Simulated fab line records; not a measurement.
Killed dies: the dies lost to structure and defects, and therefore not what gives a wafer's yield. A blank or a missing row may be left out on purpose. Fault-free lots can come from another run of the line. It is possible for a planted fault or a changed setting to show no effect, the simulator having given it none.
8D (eight disciplines) problem report, filled in by code + flow sky130 + the parts of the form that need people (team, actions taken, sign-off) are left out

1. THE ISSUE
Wafers free of any fault read 10.36 nm (standard deviation 0.18) for GATE_OXIDE_OXIDATION_00_THK at SKY_GATE_OXIDE_THK_MEAS_02, against a mean of 13.63 nm on 6 wafers of 2 lots. Measured from the usual mean, that is +18 standard deviations.
First observed at day 19 04:50: wafer L181.1, on filmMetro-03. The record holds 39 wafers of 13 lots with a number at this step. Rule for "out", or "out of limits": more than 4 standard deviations from the usual mean. The other wafers with a number count as sound.

2. WHAT IT IS; WHAT IT IS NOT
| question                    | is                          | is not                                                              |
|-----------------------------|-----------------------------|---------------------------------------------------------------------|
| which readings at this step | GATE_OXIDE_OXIDATION_00_THK | -                                                                   |
| which lots                  | L181, L183                  | L162, L163, L164, L166, L167, L168, L169, L170, L171, L172, L184    |
| which wafers of those lots  | all that have a number      | -                                                                   |
| read on which gauges        | filmMetro-03                | filmMetro-01, filmMetro-02                                          |
| when                        | from day 19 04:50           | up to then (30 sound wafers); but 3 sound wafers of L184 came after |

3. SUSPECTS, AND WHAT RULES EACH OUT
Counting: a tool stays on the suspect list if, at a process step up to the reading, it processed all lots that are out and no sound lot following the first of them.
- the gauge at SKY_GATE_OXIDE_THK_MEAS_02: kept. All the wafers that are out were read on filmMetro-03, and no step on other tools shows them out.
- furnace-01 at SKY_GATE_OXIDE_OXIDATION_01 (stabilise 600 s, purge 300 s, target thk 10.268 nm): kept. All lots that are out passed through it, beginning with L181 at day 19 03:25, and no sound lot followed; its final sound lot before that point was L168 at day 14 12:58.
After counting, furnace-01 at SKY_GATE_OXIDE_OXIDATION_01 and filmMetro-03 at SKY_GATE_OXIDE_THK_MEAS_02 remain.

4. THE CAUSE (what the simulator had put in)
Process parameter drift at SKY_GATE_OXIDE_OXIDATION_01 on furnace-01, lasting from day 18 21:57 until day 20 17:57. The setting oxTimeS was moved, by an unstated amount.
Counting leaves 2 suspects; this tool is one of them.

5. SEQUENCE OF EFFECTS, ordered by route
Each row: a reading where the mean over the struck wafers with a number is more than 3 standard deviations away from the usual. Scope: only readings with a usual standard deviation given in the record; hours: median across lots of the time from each lot's start at the first step in this table that gives one to its start at this step; sigmas: change in usual standard deviations.
| hours | step                       | reading                     | usual    | on struck wafers | change | sigmas |
|-------|----------------------------|-----------------------------|----------|------------------|--------|--------|
| 0     | SKY_GATE_OXIDE_THK_MEAS_02 | GATE_OXIDE_OXIDATION_00_THK | 10.36 nm | 13.63            | +3.27  | +18    |

6. HOW IT WOULD HAVE BEEN CAUGHT EARLIER
Counted from the fault's start at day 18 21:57, it took 7 hours until the first out-of-limits reading at a measuring or inspecting step in this record, taken at day 19 04:50.
No tool reading at SKY_GATE_OXIDE_OXIDATION_01 that has a usual standard deviation in the record was out on any struck wafer, so an alarm limit of 4 standard deviations on those readings would not have fired.
Among the 2 lots that are out, L183 began SKY_GATE_OXIDE_OXIDATION_01 on furnace-01 after day 19 04:50. Holding the tool at that time would have saved it.
